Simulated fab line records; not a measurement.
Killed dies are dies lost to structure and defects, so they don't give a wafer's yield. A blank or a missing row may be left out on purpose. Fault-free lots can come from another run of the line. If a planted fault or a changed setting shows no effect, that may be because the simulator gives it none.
Split-lot study    flow sky130    23 wafers read across 5 lots, on a route 708 steps long

== ON THE SPLIT ==
At SKY_VT_ADJUST_NCORE_COAT_02 (resist thk 1140 nm), the setting spin_rpm was moved away from the recipe's 3000 rpm on 9 of the 23 wafers read, by -5.0% to +3.2%. This setting was run at the recipe's value on the other wafers.

The reading comes from the split's own step.

== THE READING ==
NOVOLAK_of_VT_ADJUST_NCORE_COAT_02.thk_nm (the simulator's own value, which no gauge read), in nm, at SKY_VT_ADJUST_NCORE_COAT_02 (resist thk 1140 nm). The file does not state a usual value for it. Here, 14 wafers ran the recipe; their average is 1142 nm with a standard deviation of 3.7 nm.

wafer   tool, chamber at the split  spin_rpm as run, rpm  against the recipe  NOVOLAK_of_VT_ADJUST_NCORE_COAT_02.thk_nm, nm  against lot-mates on the recipe
L076.1  litho_track-01, 0           3000                  recipe              1145                                           -
L076.3  litho_track-01, 0           3000                  recipe              1148                                           -
L076.4  litho_track-01, 0           3000                  recipe              1144                                           -
L076.5  litho_track-01, 0           3000                  recipe              1146                                           -
L076.6  litho_track-01, 0           3000                  recipe              1141                                           -
L077.1  litho_track-01, 0           2896                  -3.5%               1159                                           +20
L077.2  litho_track-01, 0           3000                  recipe              1138                                           -
L077.3  litho_track-01, 0           3000                  recipe              1141                                           -
L077.4  litho_track-01, 0           2896                  -3.5%               1160                                           +20
L077.5  litho_track-01, 0           2896                  -3.5%               1161                                           +22
L079.1  litho_track-04, 0           3097                  +3.2%               1128                                           -18
L079.2  litho_track-04, 0           3000                  recipe              1146                                           -
L079.5  litho_track-04, 0           3000                  recipe              1146                                           -
L079.3  litho_track-04, 0           3097                  +3.2%               1127                                           -19
L079.6  litho_track-04, 0           3097                  +3.2%               1126                                           -20
L081.1  litho_track-04, 0           3000                  recipe              1141                                           -
L081.2  litho_track-04, 0           3000                  recipe              1143                                           -
L081.5  litho_track-04, 0           3000                  recipe              1140                                           -
L084.2  litho_track-01, 0           2851                  -5.0%               1167                                           +31
L084.3  litho_track-01, 0           2851                  -5.0%               1167                                           +31
L084.4  litho_track-01, 0           2851                  -5.0%               1168                                           +32
L084.5  litho_track-01, 0           3000                  recipe              1135                                           -
L084.6  litho_track-01, 0           3000                  recipe              1137                                           -

THE FIT
A straight line over all 23 wafers: NOVOLAK_of_VT_ADJUST_NCORE_COAT_02.thk_nm changes by -4.97 nm for each +1% of spin_rpm; r = -0.97; the points scatter about the line by 3.1 nm.
The same after taking each lot's own level away (the mean of its wafers on the recipe; 23 wafers): -6.1 nm for each +1%; r = -1.00; scatter 1.5 nm.
On that fit, the largest move of spin_rpm shifts the reading by 30 nm.
The lots' own levels span 1136.0 to 1146.0 nm, that is 2.7 times the standard deviation above.
So the slope is not independent of the lot-to-lot level: the two fits are not the same.
Check: for one of the wafers moved furthest among these (-5.0%), held out of the fit, the line's prediction against its lot-mates is +30.3 nm. Against them it came out at +31 nm.

== THESE WAFERS: OTHER SPLITS ==
Before the reading, these wafers also passed through other splits. Each is held against what the fit with the lots' levels taken away leaves over:
other split on the same wafers        wafers away from the commonest value  r with NOVOLAK_of_VT_ADJUST_NCORE_COAT_02.thk_nm (lot level and that fit taken away)
SKY_FIELD_ISO_OXIDATION_01 ox_time_s  15                                    -0.18
SKY_FIELD_ISO_STRIP_16 power_w        8                                     +0.15
SKY_FIELD_ISO_OXIDATION_22 ox_time_s  10                                    +0.00
SKY_DNWELL_COAT_02 resist_thk_nm      9                                     +0.38
SKY_NWELL_IMPLANT_13 energy_kev       6                                     -0.13
SKY_NWELL_SOFTBAKE_19 temp_c          12                                    -0.09
SKY_NWELL_IMPLANT_24 energy_kev       8                                     -0.01

== THE WHOLE CHAIN: every reading that the file lists as answering this split, in the file's order ==
step                          what it does        reading                                                                                     change (the file's fit)               r (the file's)
SKY_VT_ADJUST_NCORE_COAT_02   resist thk 1140 nm  NOVOLAK_of_VT_ADJUST_NCORE_COAT_02.thk_nm (the simulator's own value, which no gauge read)  -6.09 nm for each +1% of the setting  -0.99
SKY_VT_ADJUST_NCORE_STRIP_10  strips in O2/N2     strip_time_to_endpoint_s                                                                    withheld for each +1% of the setting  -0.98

== THE FILE'S OWN FIT ==
NOVOLAK_of_VT_ADJUST_NCORE_COAT_02.thk_nm changes by -6.09 nm for each +1% of spin_rpm, r = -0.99.
